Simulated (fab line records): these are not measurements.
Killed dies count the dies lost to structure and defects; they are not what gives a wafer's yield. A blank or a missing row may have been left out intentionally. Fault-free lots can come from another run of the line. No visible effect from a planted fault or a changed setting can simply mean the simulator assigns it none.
fab line records + flow sfq_line
[record]
- lots = 7
- wafers = 21
- last_day = 92
route steps=325 shown JJ@186 M5@198
lots that met no fault: taken from a fault-free run of the same line
start_h: the number of hours between the record's first day and the start of the first shown wafer of the lot + wait_h: time in hours since the lot's previous step + " the same as in the row above + L1.1+2: one row covering several wafers at once + - value missing, or start not given + * or withheld: withheld + < > ~ a bound
route shown NAME@n: a module of which the file shows steps, and the number in the route of the first + usual: average and standard deviation across the fault-free wafers + same: alike in all rows + chamber/n: place in a boat + sites: readings site by site + _std_site: standard deviation across them + _edge_site: mean of outer sites minus mean of inner sites + radius_mm: how far each site lies from the wafer's centre + mask NAME#n: copy n + behind: the most recent tool/chamber to have shaped the wafer + hold: cause of the lot's hold/its duration in hours/its outcome + device: whichever transistor did not switch (one of n, p or np) + end of line: the tests these same wafers got at the end of their route + a step given without rows: its recipe and nothing more + killed: dies lost to structure and defects at the first sort, not the wafer's yield + map: a wafer's dies, marking killed ones x, the rest . and places with no die _
set.NAME: setting as actually run; set.NAME@STEP: the setting as run at that earlier step + model.NAME: the simulator's own value behind a step, which no gauge read
lots at some steps of the route; a table a step, a row a wafer
services: a tool's chamber out of use, with start hour (start_h, from the record's first day; less than 0 if before it), hours out, and reason
[[steps]]
[step SFQ_TRILAYER_JJ_CE_LITHO_COAT_114]
[recipe]
- resist = KrF
- spin_rpm = 3000
- resist_thk_nm = 600
[step SFQ_TRILAYER_JJ_CE_LITHO_SOFTBAKE_118]
[recipe]
- temp_c = withheld
- time_s = withheld
- resist = KrF
[step SFQ_TRILAYER_JJ_CE_LITHO_EXPOSE_115]
[recipe]
- mask_id = J5
- na = 0.6
- source_shape = conventional
- sigma_outer = 0.65
- target_cd_nm = 700
- dose_mj = 14.4
[step SFQ_TRILAYER_JJ_CE_LITHO_PEB_117]
[recipe]
- peb_temp_c = 115
- peb_time_s = 60
- resist = KrF
[step SFQ_TRILAYER_JJ_CE_LITHO_DEVELOP_116]
[recipe]
- time_s = 60
- resist = KrF
[step SFQ_JJ_OVL_MEAS_931]
[usual]
- J5_OVL = -2/5.7
| lot.wafer | tool       | chamber | start_h | wait_h | J5_OVL[nm] |
|-----------|------------|---------|---------|--------|------------|
| L377.1    | overlay-02 | -       | 1346.94 | 0.1    | -6         |
| L377.2    | "          | -       | "       | "      | 1          |
| L377.3    | "          | -       | "       | "      | -7         |
| L379.1    | overlay-02 | -       | 1355.34 | 0.1    | -9         |
| L379.2    | "          | -       | "       | "      | -6         |
| L379.4    | "          | -       | "       | "      | -8         |
| L380.4    | overlay-02 | -       | 1357.75 | 0.1    | -10        |
| L380.5    | "          | -       | "       | "      | -8         |
| L380.6    | "          | -       | "       | "      | -6         |
| L385.1    | overlay-02 | -       | 1403.34 | 0.1    | -4         |
| L385.3    | "          | -       | "       | "      | -1         |
| L385.4    | "          | -       | "       | "      | 3          |
| L386.1    | overlay-02 | -       | 1406.94 | 0.1    | -5         |
| L386.5    | "          | -       | "       | "      | -5         |
| L386.6    | "          | -       | "       | "      | -4         |
| L389.1    | overlay-01 | -       | 1416.54 | 0.1    | 12         |
| L389.2    | "          | -       | "       | "      | 12         |
| L389.5    | "          | -       | "       | "      | 13         |
| L392.1    | overlay-01 | -       | 1428.71 | 0.1    | -3         |
| L392.3    | "          | -       | "       | "      | 0          |
| L392.5    | "          | -       | "       | "      | 4          |
[step SFQ_TRILAYER_JJ_CE_METRO_MEASURE_117]
[usual]
- cd_nm = 700.4/1.1
| lot.wafer | tool      | chamber | start_h | wait_h | cd_nm |
|-----------|-----------|---------|---------|--------|-------|
| L377.1    | cd_sem-01 | -       | 1346.97 | 0.0    | 700.5 |
| L377.2    | "         | -       | "       | "      | 701.3 |
| L377.3    | "         | -       | "       | "      | 701.3 |
| L379.1    | cd_sem-01 | -       | 1355.37 | 0.0    | 700.3 |
| L379.2    | "         | -       | "       | "      | 700.3 |
| L379.4    | "         | -       | "       | "      | 699.7 |
| L380.4    | cd_sem-02 | -       | 1358.37 | 0.6    | 698.6 |
| L380.5    | "         | -       | "       | "      | 699.5 |
| L380.6    | "         | -       | "       | "      | 700.1 |
| L385.1    | cd_sem-01 | -       | 1403.37 | 0.0    | 701.9 |
| L385.3    | "         | -       | "       | "      | 700.6 |
| L385.4    | "         | -       | "       | "      | 701.5 |
| L386.1    | cd_sem-02 | -       | 1406.97 | 0.0    | 701.0 |
| L386.5    | "         | -       | "       | "      | 699.5 |
| L386.6    | "         | -       | "       | "      | 700.6 |
| L389.1    | cd_sem-01 | -       | 1416.57 | 0.0    | 700.6 |
| L389.2    | "         | -       | "       | "      | 699.6 |
| L389.5    | "         | -       | "       | "      | 699.9 |
| L392.1    | cd_sem-02 | -       | 1428.75 | 0.0    | 700.0 |
| L392.3    | "         | -       | "       | "      | 701.3 |
| L392.5    | "         | -       | "       | "      | 700.6 |
[step SFQ_TRILAYER_JJ_CE_BARC_OPEN_RIE_150]
[recipe]
- mask_material = PR
- chemistry = O2
- target_depth_nm = 240
- target = BARC
- icp_w = 600
- bias_w = 80
- pressure_mtorr = 10
- time_s = 80
[usual]
- drypump_motor_current_A = 5.4/0.33
- he_backside_leak_sccm = 3.5/0.3
- oes_product_au = 0.538/0.0046
- rf_fwd_power_W = 596.4/1.7
| lot.wafer | tool         | chamber | start_h | wait_h | drypump_motor_current_A | he_backside_leak_sccm | oes_product_au | rf_fwd_power_W | rf_hours_counter_h |
|-----------|--------------|---------|---------|--------|-------------------------|-----------------------|----------------|----------------|--------------------|
| L377.1    | rie_metal-01 | 0       | 1348.17 | 1.0    | 5.8                     | 3.4                   | 0.542          | 595.5          | 55                 |
| L377.2    | "            | 1       | "       | "      | 5.4                     | 3.5                   | 0.535          | 593.7          | 79                 |
| L377.3    | "            | 0       | "       | "      | 5.9                     | 3.5                   | 0.537          | 595.6          | -                  |
| L379.1    | rie_metal-03 | 0       | 1356.57 | 1.0    | 5.3                     | 3.2                   | 0.534          | 595.9          | 18                 |
| L379.2    | "            | 1       | "       | "      | 5.5                     | 3.5                   | 0.539          | 597.7          | 129                |
| L379.4    | "            | 1       | "       | "      | 5.5                     | 3.3                   | 0.533          | 595.0          | -                  |
| L380.4    | rie_metal-02 | 1       | 1359.00 | 0.4    | 4.7                     | 3.5                   | 0.533          | 596.8          | -                  |
| L380.5    | "            | 0       | "       | "      | 5.7                     | 3.3                   | 0.540          | 593.3          | -                  |
| L380.6    | "            | 1       | "       | "      | 4.7                     | 3.4                   | 0.532          | 597.3          | -                  |
| L385.1    | rie_metal-01 | 1       | 1404.57 | 1.0    | 5.4                     | 3.6                   | 0.533          | 597.0          | 86                 |
| L385.3    | "            | 0       | "       | "      | 5.8                     | 3.3                   | 0.541          | 598.3          | -                  |
| L385.4    | "            | 1       | "       | "      | 5.4                     | 3.7                   | 0.546          | 597.1          | -                  |
| L386.1    | rie_metal-03 | 1       | 1408.17 | 1.0    | 5.5                     | 3.7                   | 0.539          | 596.1          | 136                |
| L386.5    | "            | 0       | "       | "      | 5.3                     | 3.3                   | 0.540          | 597.7          | -                  |
| L386.6    | "            | 1       | "       | "      | 5.5                     | 3.7                   | 0.541          | 596.3          | -                  |
| L389.1    | rie_metal-03 | 1       | 1417.77 | 1.0    | 5.5                     | 3.6                   | 0.546          | 595.0          | 138                |
| L389.2    | "            | 0       | "       | "      | 5.2                     | 3.4                   | 0.538          | 598.1          | 27                 |
| L389.5    | "            | 0       | "       | "      | 5.2                     | 3.3                   | 0.545          | 595.7          | -                  |
| L392.1    | rie_metal-03 | 0       | 1429.95 | 1.0    | 5.2                     | 3.1                   | 0.539          | 596.7          | 29                 |
| L392.3    | "            | 1       | "       | "      | 5.5                     | 3.7                   | 0.539          | 594.9          | -                  |
| L392.5    | "            | 0       | "       | "      | 5.2                     | 3.3                   | 0.537          | 595.7          | -                  |
[step SFQ_TRILAYER_JJ_CE_ETCH_RIE_118]
[recipe]
- target = Nb
- stop_on = Al2O3
- mask_material = PR
- taper_deg = 13.257
- over_etch_frac = 0.15
- time_s = 97.7
- chemistry = SF6
- target_depth_nm = 170
- icp_w = 600
- bias_w = 80
- pressure_mtorr = 10
[usual]
- drypump_motor_current_A = 5.4/0.33
- he_backside_leak_sccm = 3.44/0.19
- oes_product_au = 0.990/0.0093
- rf_fwd_power_W = 597.6/1.7
| lot.wafer | tool         | chamber | start_h | wait_h | drypump_motor_current_A | he_backside_leak_sccm | oes_product_au | rf_fwd_power_W | rf_hours_counter_h |
|-----------|--------------|---------|---------|--------|-------------------------|-----------------------|----------------|----------------|--------------------|
| L377.1    | rie_metal-01 | 0       | 1348.26 | 0.1    | 5.8                     | 3.43                  | 0.970          | 598.9          | 55                 |
| L377.2    | "            | 1       | "       | "      | 5.4                     | 3.55                  | 0.988          | 598.1          | 79                 |
| L377.3    | "            | 0       | "       | "      | 5.8                     | 3.46                  | 0.982          | 596.7          | -                  |
| L379.1    | rie_metal-03 | 0       | 1356.66 | 0.1    | 5.2                     | 3.42                  | 0.992          | 598.0          | 18                 |
| L379.2    | "            | 1       | "       | "      | 5.5                     | 3.44                  | 1.002          | 596.4          | 129                |
| L379.4    | "            | 1       | "       | "      | 5.5                     | 3.44                  | 1.006          | 597.2          | -                  |
| L380.4    | rie_metal-02 | 1       | 1359.10 | 0.1    | 4.7                     | 3.33                  | 0.995          | 597.7          | -                  |
| L380.5    | "            | 0       | "       | "      | 5.7                     | 3.33                  | 0.981          | 600.4          | -                  |
| L380.6    | "            | 1       | "       | "      | 4.7                     | 3.37                  | 0.992          | 595.2          | -                  |
| L385.1    | rie_metal-01 | 1       | 1404.66 | 0.1    | 5.4                     | 3.65                  | 0.994          | 595.2          | 86                 |
| L385.3    | "            | 0       | "       | "      | 5.9                     | 3.65                  | 0.970          | 596.3          | -                  |
| L385.4    | "            | 1       | "       | "      | 5.4                     | 3.57                  | 0.995          | 596.3          | -                  |
| L386.1    | rie_metal-03 | 1       | 1408.26 | 0.1    | 5.5                     | 3.55                  | 0.986          | 598.7          | 136                |
| L386.5    | "            | 0       | "       | "      | 5.2                     | 3.23                  | 0.982          | 598.6          | -                  |
| L386.6    | "            | 1       | "       | "      | 5.5                     | 3.61                  | 0.987          | 598.4          | -                  |
| L389.1    | rie_metal-03 | 1       | 1417.86 | 0.1    | 5.5                     | 3.66                  | 0.998          | 600.3          | 138                |
| L389.2    | "            | 0       | "       | "      | 5.3                     | 2.95                  | 0.984          | 598.7          | 27                 |
| L389.5    | "            | 0       | "       | "      | 5.3                     | 3.32                  | 0.990          | 599.7          | -                  |
| L392.1    | rie_metal-03 | 0       | 1430.04 | 0.1    | 5.3                     | 3.28                  | 1.003          | 593.3          | 29                 |
| L392.3    | "            | 1       | "       | "      | 5.5                     | 3.59                  | 0.998          | 595.3          | -                  |
| L392.5    | "            | 0       | "       | "      | 5.2                     | 2.96                  | 0.999          | 596.9          | -                  |
[step SFQ_TRILAYER_JJ_ANODIZE_ANODIZE_119]
[recipe]
- current_density_ma_cm2 = withheld
- end_current_density_ma_cm2 = withheld
- bath_temp_c = withheld
[step SFQ_TRILAYER_JJ_CE_STRIP_STRIP_120]
[recipe]
- gas = O2
- power_w = 200
- platen_temp_c = 40
- overash_fraction = 0.65
- chemistry = O2
- pressure_mtorr = 50
[usual]
- drypump_motor_current_A = 5.4/0.39
- he_backside_leak_sccm = 3.5/0.34
- oes_product_au = 1.001/0.014
| lot.wafer | tool         | chamber | start_h | wait_h | drypump_motor_current_A | he_backside_leak_sccm | oes_product_au | rf_hours_counter_h |
|-----------|--------------|---------|---------|--------|-------------------------|-----------------------|----------------|--------------------|
| L377.1    | rie_metal-02 | 1       | 1348.87 | 0.0    | 4.7                     | 3.6                   | 1.007          | 9                  |
| L377.2    | "            | 0       | "       | "      | 5.7                     | 3.2                   | 0.989          | 4                  |
| L377.3    | "            | 1       | "       | "      | 4.7                     | 3.6                   | 1.019          | -                  |
| L379.1    | rie_metal-01 | 1       | 1357.27 | 0.0    | 5.4                     | 3.6                   | 1.017          | 80                 |
| L379.2    | "            | 0       | "       | "      | 5.8                     | 3.3                   | 0.981          | 56                 |
| L379.4    | "            | 0       | "       | "      | 5.8                     | 3.2                   | 0.989          | -                  |
| L380.4    | rie_metal-03 | 0       | 1359.87 | 0.2    | 5.2                     | 3.2                   | 1.011          | -                  |
| L380.5    | "            | 1       | "       | "      | 5.5                     | 3.6                   | 1.006          | -                  |
| L380.6    | "            | 0       | "       | "      | 5.2                     | 3.1                   | 1.002          | -                  |
| L385.1    | rie_metal-02 | 0       | 1405.27 | 0.0    | 5.7                     | 3.3                   | 0.996          | 12                 |
| L385.3    | "            | 0       | "       | "      | 5.6                     | 3.3                   | 0.997          | -                  |
| L385.4    | "            | 1       | "       | "      | 4.7                     | 3.7                   | 1.013          | -                  |
| L386.1    | rie_metal-02 | 1       | 1408.87 | 0.0    | 4.7                     | 3.6                   | 1.010          | 17                 |
| L386.5    | "            | 1       | "       | "      | 4.7                     | 3.6                   | 1.014          | -                  |
| L386.6    | "            | 0       | "       | "      | 5.7                     | 3.4                   | 0.995          | -                  |
| L389.1    | rie_metal-01 | 1       | 1418.47 | 0.0    | 5.4                     | 3.7                   | 1.015          | 88                 |
| L389.2    | "            | 0       | "       | "      | 5.8                     | 3.4                   | 0.982          | 65                 |
| L389.5    | "            | 1       | "       | "      | 5.4                     | 3.7                   | 1.010          | -                  |
| L392.1    | rie_metal-01 | 0       | 1430.65 | 0.0    | 5.8                     | 3.5                   | 0.984          | 68                 |
| L392.3    | "            | 1       | "       | "      | 5.4                     | 3.5                   | 1.005          | -                  |
| L392.5    | "            | 0       | "       | "      | 5.8                     | 3.5                   | 1.001          | -                  |
[step SFQ_TRILAYER_JJ_CE_STRIP_SOLV_CLEAN_121]
[recipe]
- chemistry = NMP
- temp_c = 70
- time_s = 600
[step SFQ_TRILAYER_M5_LITHO_COAT_128]
[recipe]
- resist = BARC
- spin_rpm = 3000
- resist_thk_nm = 62
[usual]
- spin_speed_rpm = 3000.0/2.1
| lot.wafer | tool           | chamber | start_h | wait_h | spin_speed_rpm | model.BARC_of_TRILAYER_M5_LITHO_COAT_128.thk_nm |
|-----------|----------------|---------|---------|--------|----------------|-------------------------------------------------|
| L377.1    | litho_track-04 | 0       | 1349.65 | 0.0    | 2666.2         | 65.63                                           |
| L377.2    | "              | 0       | "       | "      | 2668.7         | 65.64                                           |
| L377.3    | "              | 0       | "       | "      | 2666.0         | 65.66                                           |
| L379.1    | litho_track-04 | 0       | 1358.05 | 0.0    | 2669.4         | 65.87                                           |
| L379.2    | "              | 0       | "       | "      | 2666.1         | 65.72                                           |
| L379.4    | "              | 0       | "       | "      | 2668.9         | 65.55                                           |
| L380.4    | litho_track-04 | 0       | 1360.60 | 0.1    | 2667.9         | 65.83                                           |
| L380.5    | "              | 0       | "       | "      | 2668.7         | 65.81                                           |
| L380.6    | "              | 0       | "       | "      | 2663.3         | 65.79                                           |
| L385.1    | litho_track-03 | 0       | 1406.05 | 0.0    | 3000.1         | 62.05                                           |
| L385.3    | "              | 0       | "       | "      | 3000.6         | 62.18                                           |
| L385.4    | "              | 0       | "       | "      | 3000.4         | 61.97                                           |
| L386.1    | litho_track-03 | 0       | 1409.65 | 0.0    | 2998.1         | 62.16                                           |
| L386.5    | "              | 0       | "       | "      | 2995.2         | 62.18                                           |
| L386.6    | "              | 0       | "       | "      | 2998.4         | 62.19                                           |
| L389.1    | litho_track-01 | 0       | 1419.25 | 0.0    | 2996.5         | 61.99                                           |
| L389.2    | "              | 0       | "       | "      | 3006.6         | 61.95                                           |
| L389.5    | "              | 0       | "       | "      | 3003.5         | 61.86                                           |
| L392.1    | litho_track-04 | 0       | 1431.42 | 0.0    | 2998.3         | 62.22                                           |
| L392.3    | "              | 0       | "       | "      | 3000.4         | 62.22                                           |
| L392.5    | "              | 0       | "       | "      | 3000.2         | 62.08                                           |
[step SFQ_TRILAYER_M5_LITHO_COAT_123]
[recipe]
- resist = KrF
- spin_rpm = 3000
- resist_thk_nm = 600
[step SFQ_TRILAYER_M5_LITHO_SOFTBAKE_127]
[recipe]
- temp_c = withheld
- time_s = withheld
- resist = KrF
[step SFQ_TRILAYER_M5_LITHO_EXPOSE_124]
[recipe]
- mask_id = M5
- na = 0.6
- source_shape = conventional
- sigma_outer = 0.65
- target_cd_nm = 700
- dose_mj = 14.4
[step SFQ_TRILAYER_M5_LITHO_PEB_126]
[recipe]
- peb_temp_c = 115
- peb_time_s = 60
- resist = KrF
[step SFQ_TRILAYER_M5_LITHO_DEVELOP_125]
[recipe]
- time_s = 60
- resist = KrF
[step SFQ_M5_OVL_MEAS_932]
[usual]
- M5_OVL = -4/6.1
| lot.wafer | tool       | chamber | start_h | wait_h | M5_OVL[nm] |
|-----------|------------|---------|---------|--------|------------|
| L377.1    | overlay-01 | -       | 1351.90 | 0.1    | -11        |
| L377.2    | "          | -       | "       | "      | -7         |
| L377.3    | "          | -       | "       | "      | -13        |
| L379.1    | overlay-01 | -       | 1361.39 | 0.1    | -17        |
| L379.2    | "          | -       | "       | "      | -10        |
| L379.4    | "          | -       | "       | "      | -11        |
| L380.4    | overlay-01 | -       | 1363.81 | 0.1    | 8          |
| L380.5    | "          | -       | "       | "      | -1         |
| L380.6    | "          | -       | "       | "      | 2          |
| L385.1    | overlay-02 | -       | 1409.37 | 0.1    | -1         |
| L385.3    | "          | -       | "       | "      | -1         |
| L385.4    | "          | -       | "       | "      | 1          |
| L386.1    | overlay-02 | -       | 1411.90 | 0.1    | -13        |
| L386.5    | "          | -       | "       | "      | -13        |
| L386.6    | "          | -       | "       | "      | -15        |
| L389.1    | overlay-02 | -       | 1421.50 | 0.1    | -5         |
| L389.2    | "          | -       | "       | "      | -6         |
| L389.5    | "          | -       | "       | "      | -6         |
| L392.1    | overlay-02 | -       | 1433.80 | 0.1    | -5         |
| L392.3    | "          | -       | "       | "      | -16        |
| L392.5    | "          | -       | "       | "      | -11        |
[step SFQ_TRILAYER_M5_BARC_OPEN_METAL_ETCH_161]
[recipe]
- mask_material = PR
- chemistry = O2
- target_depth_nm = 125
- target = BARC
- icp_w = 600
- bias_w = 80
- pressure_mtorr = 10
- time_s = 41.7
[usual]
- drypump_motor_current_A = 5.2/0.34
- he_backside_leak_sccm = 3.42/0.22
- oes_product_au = 0.685/0.0042
- rf_fwd_power_W = 593.6/2.3
| lot.wafer | tool         | chamber | start_h | wait_h | drypump_motor_current_A | he_backside_leak_sccm | oes_product_au | rf_fwd_power_W | rf_hours_counter_h | model.etch.depth_nm |
|-----------|--------------|---------|---------|--------|-------------------------|-----------------------|----------------|----------------|--------------------|---------------------|
| L377.1    | rie_metal-02 | 0       | 1351.93 | 0.0    | 5.7                     | 3.34                  | 0.700          | 596.1          | 5                  | 65.63               |
| L377.2    | "            | 1       | "       | "      | 4.7                     | 3.56                  | 0.702          | 599.2          | 9                  | 65.64               |
| L377.3    | "            | 1       | "       | "      | 4.7                     | 3.47                  | 0.705          | 595.4          | -                  | 65.66               |
| L379.1    | rie_metal-02 | 1       | 1361.57 | 0.2    | 4.7                     | 3.56                  | 0.704          | 595.7          | 11                 | 65.87               |
| L379.2    | "            | 0       | "       | "      | 5.6                     | 3.34                  | 0.705          | 595.8          | 6                  | 65.72               |
| L379.4    | "            | 1       | "       | "      | 4.7                     | 3.39                  | 0.707          | 597.1          | -                  | 65.55               |
| L380.4    | rie_metal-02 | 0       | 1363.84 | 0.0    | 5.7                     | 3.28                  | 0.709          | 597.4          | -                  | 65.83               |
| L380.5    | "            | 1       | "       | "      | 4.7                     | 3.63                  | 0.703          | 595.8          | -                  | 65.81               |
| L380.6    | "            | 0       | "       | "      | 5.7                     | 3.34                  | 0.706          | 595.8          | -                  | 65.79               |
| L385.1    | rie_metal-03 | 0       | 1409.40 | 0.0    | 5.2                     | 3.00                  | 0.689          | 595.3          | 25                 | 62.05               |
| L385.3    | "            | 1       | "       | "      | 5.5                     | 3.32                  | 0.689          | 595.6          | -                  | 62.18               |
| L385.4    | "            | 0       | "       | "      | 5.2                     | 3.12                  | 0.687          | 593.5          | -                  | 61.97               |
| L386.1    | rie_metal-03 | 1       | 1411.93 | 0.0    | 5.5                     | 3.65                  | 0.687          | 590.9          | 137                | 62.16               |
| L386.5    | "            | 1       | "       | "      | 5.5                     | 3.61                  | 0.689          | 594.0          | -                  | 62.18               |
| L386.6    | "            | 0       | "       | "      | 5.3                     | 3.24                  | 0.691          | 597.9          | -                  | 62.19               |
| L389.1    | rie_metal-04 | 1       | 1421.53 | 0.0    | 5.3                     | 3.04                  | 0.682          | 590.9          | 13                 | 61.99               |
| L389.2    | "            | 0       | "       | "      | 5.0                     | 3.75                  | 0.685          | 592.1          | 52                 | 61.95               |
| L389.5    | "            | 1       | "       | "      | 5.3                     | 3.18                  | 0.681          | 589.3          | -                  | 61.86               |
| L392.1    | rie_metal-02 | 0       | 1433.83 | 0.0    | 5.7                     | 3.31                  | 0.686          | 593.2          | 16                 | 62.22               |
| L392.3    | "            | 0       | "       | "      | 5.7                     | 3.30                  | 0.682          | 593.2          | -                  | 62.22               |
| L392.5    | "            | 0       | "       | "      | 5.7                     | 3.35                  | 0.680          | 593.8          | -                  | 62.08               |
[step SFQ_TRILAYER_M5_ETCH_METAL_ETCH_126]
[recipe]
- target = Nb
- stop_on = SiO2
- mask_material = PR
- over_etch_frac = 0.15
- time_s = 203.2
- chemistry = Cl2/BCl3
- target_depth_nm = 265
- icp_w = 600
- bias_w = 80
- pressure_mtorr = 10
[usual]
- drypump_motor_current_A = 5.2/0.34
- he_backside_leak_sccm = 3.4/0.36
- oes_product_au = 0.727/0.0052
- rf_fwd_power_W = 598.1/2.2
| lot.wafer | tool         | chamber | start_h | wait_h | drypump_motor_current_A | he_backside_leak_sccm | oes_product_au | rf_fwd_power_W | rf_hours_counter_h |
|-----------|--------------|---------|---------|--------|-------------------------|-----------------------|----------------|----------------|--------------------|
| L377.1    | rie_metal-02 | 0       | 1351.99 | 0.0    | 5.6                     | 3.3                   | 0.724          | 600.0          | 5                  |
| L377.2    | "            | 1       | "       | "      | 4.7                     | 3.6                   | 0.726          | 597.7          | 9                  |
| L377.3    | "            | 1       | "       | "      | 4.7                     | 3.5                   | 0.725          | 596.5          | -                  |
| L379.1    | rie_metal-02 | 1       | 1361.63 | 0.0    | 4.7                     | 3.6                   | 0.727          | 600.7          | 11                 |
| L379.2    | "            | 0       | "       | "      | 5.7                     | 3.3                   | 0.726          | 599.1          | 6                  |
| L379.4    | "            | 1       | "       | "      | 4.7                     | 3.6                   | 0.735          | 599.7          | -                  |
| L380.4    | rie_metal-02 | 0       | 1363.95 | 0.1    | 5.6                     | 3.3                   | 0.739          | 600.8          | -                  |
| L380.5    | "            | 1       | "       | "      | 4.7                     | 3.6                   | 0.730          | 599.7          | -                  |
| L380.6    | "            | 0       | "       | "      | 5.7                     | 3.3                   | 0.728          | 598.4          | -                  |
| L385.1    | rie_metal-03 | 0       | 1409.46 | 0.0    | 5.2                     | 3.3                   | 0.724          | 598.7          | 25                 |
| L385.3    | "            | 1       | "       | "      | 5.5                     | 3.7                   | 0.728          | 600.7          | -                  |
| L385.4    | "            | 0       | "       | "      | 5.2                     | 3.2                   | 0.734          | 598.9          | -                  |
| L386.1    | rie_metal-03 | 1       | 1411.99 | 0.0    | 5.5                     | 3.2                   | 0.738          | 599.2          | 137                |
| L386.5    | "            | 1       | "       | "      | 5.5                     | 3.3                   | 0.725          | 600.3          | -                  |
| L386.6    | "            | 0       | "       | "      | 5.3                     | 3.2                   | 0.730          | 596.0          | -                  |
| L389.1    | rie_metal-04 | 1       | 1421.59 | 0.0    | 5.3                     | 3.3                   | 0.725          | 600.7          | 14                 |
| L389.2    | "            | 0       | "       | "      | 5.1                     | 3.8                   | 0.729          | 593.6          | 52                 |
| L389.5    | "            | 1       | "       | "      | 5.3                     | 3.1                   | 0.725          | 596.4          | -                  |
| L392.1    | rie_metal-02 | 0       | 1433.89 | 0.0    | 5.7                     | 3.3                   | 0.726          | 598.4          | 16                 |
| L392.3    | "            | 0       | "       | "      | 5.6                     | 3.3                   | 0.716          | 599.2          | -                  |
| L392.5    | "            | 0       | "       | "      | 5.7                     | 3.4                   | 0.729          | 598.7          | -                  |
[[services]]
| tool         | chamber | start_h | hours | kind   |
|--------------|---------|---------|-------|--------|
| cd_sem-02    | -       | 1331.05 | 1.0   | pm     |
| rie_metal-04 | -       | 1361.15 | 0.5   | repair |
| cd_sem-01    | -       | 1361.77 | 0.5   | pm     |
| rie_metal-01 | 1       | 1363.26 | 3.7   | repair |
| cd_sem-02    | -       | 1403.08 | 0.5   | pm     |
| cd_sem-02    | -       | 1405.26 | 0.6   | pm     |
| cd_sem-02    | -       | 1424.69 | 2.3   | repair |
| cd_sem-01    | -       | 1430.07 | 2.3   | pm     |
[[key]]
[first_sign]
- step = SFQ_TRILAYER_M5_LITHO_COAT_128
- reading = spin_speed_rpm
- direction = down
- sigmas = 99+
- usual = 3000.0
- struck = 2667.3
[effect]
- step = SFQ_TRILAYER_M5_BARC_OPEN_METAL_ETCH_161
- reading = oes_product_au
- direction = up
- sigmas = 4.5
- usual = 0.685
- struck = 0.705
[model_effect]
- step = SFQ_TRILAYER_M5_LITHO_COAT_128
- value = BARC_of_TRILAYER_M5_LITHO_COAT_128.thk_nm
- without = 61.97
- struck = 65.72
[model_effect]
- step = SFQ_TRILAYER_M5_BARC_OPEN_METAL_ETCH_161
- value = etch.depth_nm
- without = 61.97
- struck = 65.72
met_at SFQ_TRILAYER_M5_LITHO_COAT_128
struck_wafers L377.1,L377.2,L377.3,L379.1,L379.2,L379.4,L380.4,L380.5,L380.6
[fault]
- kind = process_parameter_drift
- tool = litho_track-04
- chamber = -
- onset_h = 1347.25
- steps = SFQ_TRILAYER_M5_LITHO_COAT_128
- channel = spin_rpm
- offset = -333.06
- shape = step
- end_h = 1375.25
- acts_in = these_recipes_only
- stated = 3000
